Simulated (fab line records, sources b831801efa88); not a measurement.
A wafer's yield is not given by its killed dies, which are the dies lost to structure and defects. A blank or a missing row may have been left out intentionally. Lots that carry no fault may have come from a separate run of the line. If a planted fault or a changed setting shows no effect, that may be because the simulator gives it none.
A lot that was struck, set against a sound lot ; flow sfqLine ; 21 steps out of a route of 325
Sound: the wafers L400.1, L400.3, L400.4. Wafers L399.1, L399.2, L399.4 were the ones struck. At the end, the cause is stated.
Order at every step that has rows: each side's tool, ch and its chambers, its first start. Under that, the readings that differ: sound wafers ; struck wafers ; difference of the means ; sigmas: that difference in standard deviations of wafers without a fault.
alike: words and numbers the same on both sides, and readings whose means are apart by under 2 such deviations; not compared: readings that were withheld, readings missing a value for some wafer, numbers with overlapping values and no deviation given by the record, and bounds like >300 which may hide the same value.
The two part at a step that has a row with sigmas, a row that says differs or no value, or rows on one side only. When numbers do not overlap yet have no deviation, they are printed without sigmas and do not part them. Lack of a reading on every wafer of one side parts them only where that side has two or more wafers.

first, 3 steps without rows for these wafers: SFQ_TRILAYER_M2_LITHO_EXPOSE_058 (exposes mask M2, target cd 500 nm); SFQ_TRILAYER_M2_LITHO_PEB_060 (peb time 60 s); SFQ_TRILAYER_M2_LITHO_DEVELOP_059 (time 60 s).
SFQ_M2_OVL_MEAS_916:
  struck on overlay-02, day 24 05:37; sound on overlay-01, day 24 12:55
  alike: M2_OVL
SFQ_TRILAYER_M2_BARC_OPEN_METAL_ETCH_077: etches BARC in O2, target depth 125 nm, time 41.7 s.
  sound on rieMetal-02 ch 0,1, day 24 12:57; struck on rieMetal-04 ch 0,1, day 24 05:39
reading;sound;struck;difference;sigmas
drypumpMotorCurrentA (A);4.7 4.7 5.4;6.1 5.7 6.1;+1.0;+2
  alike: heBacksideLeakSccm, oesProductAu
  not compared: rfHoursCounterH
SFQ_TRILAYER_M2_ETCH_METAL_ETCH_060: etches Nb in Cl2/Ar, stops on SiO2, target depth 240 nm, time 120 s.
  sound on rieMetal-02 ch 0,1, day 24 13:01; struck on rieMetal-04 ch 0,1, day 24 05:43
reading;sound;struck;difference;sigmas
drypumpMotorCurrentA (A);4.7 4.7 5.4;6.1 5.6 6.1;+1.0;+2
  alike: heBacksideLeakSccm, oesProductAu
  not compared: rfHoursCounterH
SFQ_TRILAYER_M2_STRIP_STRIP_061: strips in O2.
  sound on rieMetal-02 ch 0,1, day 24 13:08; struck on rieMetal-04 ch 0,1, day 24 05:50
reading;sound;struck;difference;sigmas
drypumpMotorCurrentA (A);4.7 4.7 5.4;6.2 5.7 6.2;+1.1;+3
  alike: heBacksideLeakSccm, oesProductAu
  not compared: rfHoursCounterH
then, 2 steps without rows for these wafers: SFQ_TRILAYER_M2_STRIP_SOLV_CLEAN_062 (cleans in NMP, time 600 s); SFQ_TRILAYER_I2_DEP_PECVD_063 (deposits SiO2 from SiH4/N2O, time 111.11 s, target thk 500 nm).
SFQ_TRILAYER_I2_CMP_CMP_064: polishes SiO2.
  sound on cmp-01 ch 0,2,3, day 24 21:45; struck on cmp-01 ch 0,1,2, day 24 15:45
  alike: motorCurrentA, slurryFilterDpKPa, slurryFlowMlMin, timeToEndpointS
SFQ_I2_BOW_MEAS_917:
  struck on filmMetro-02, day 24 18:45; sound on filmMetro-02, day 25 00:45
reading;sound;struck;difference;sigmas
I2_BOW (um);28 9 12;0 -7 -6;-21;-2
SFQ_TRILAYER_I2_METRO_MEASURE_065:
  struck on filmMetro-02, day 24 18:52; sound on filmMetro-02, day 25 00:52
  alike: thkNm
SFQ_TRILAYER_I2_VIA_LITHO_COAT_072: resist thk 62 nm.
  sound on lithoTrack-03 ch 0, day 25 02:04; struck on lithoTrack-02 ch 0, day 24 20:04
reading;sound;struck;difference;sigmas
dispensePressureKPa (kPa);50.4 50.4 50.4;53.4 53.3 53.3;+2.9;+2
spinSpeedRpm (rpm);2995.1 3001.5 2998.5;3266.9 3267.7 3264.7;+268.1;+99 or more
model.BARC_of_TRILAYER_I2_VIA_LITHO_COAT_072.thkNm (nm);61.9 61.89 61.67;59.51 59.32 59.39;-2.41;
then, 5 steps without rows for these wafers: SFQ_TRILAYER_I2_VIA_LITHO_COAT_067 (resist thk 650 nm); SFQ_TRILAYER_I2_VIA_LITHO_SOFTBAKE_071; SFQ_TRILAYER_I2_VIA_LITHO_EXPOSE_068 (exposes mask I2, target cd 500 nm); SFQ_TRILAYER_I2_VIA_LITHO_PEB_070 (peb time 60 s); SFQ_TRILAYER_I2_VIA_LITHO_DEVELOP_069 (time 60 s).
-- the record jumps here: 5 days lie between the struck wafers' starts before and after --
SFQ_I2_OVL_MEAS_918:
  struck on overlay-02, day 29 21:11; sound on overlay-02, day 30 06:47
  alike: I2_OVL
SFQ_TRILAYER_I2_VIA_BARC_OPEN_VIA_ETCH_096: etches BARC in O2, target depth 125 nm, time 41.7 s.
  sound on rieDiel-04 ch 0,1,2, day 30 06:49; struck on rieDiel-02 ch 0,1,2, day 29 21:13
reading;sound;struck;difference;sigmas
oesProductAu (a.u.);0.690 0.694 0.672;0.667 0.669 0.678;-0.014;-3
model.etch.depthNm (nm);61.9 61.89 61.67;59.51 59.32 59.39;-2.41;
  alike: drypumpMotorCurrentA
  not compared: rfHoursCounterH
then, 1 step without rows for these wafers: SFQ_TRILAYER_I2_VIA_ETCH_VIA_ETCH_070 (etches SiO2 in CHF3, stops on Nb, target depth 260 nm).

WHERE THEY PART
Last at SFQ_TRILAYER_I2_VIA_BARC_OPEN_VIA_ETCH_096 as far as this record goes, first at SFQ_TRILAYER_M2_BARC_OPEN_METAL_ETCH_077.

WHY: what the simulator had put in
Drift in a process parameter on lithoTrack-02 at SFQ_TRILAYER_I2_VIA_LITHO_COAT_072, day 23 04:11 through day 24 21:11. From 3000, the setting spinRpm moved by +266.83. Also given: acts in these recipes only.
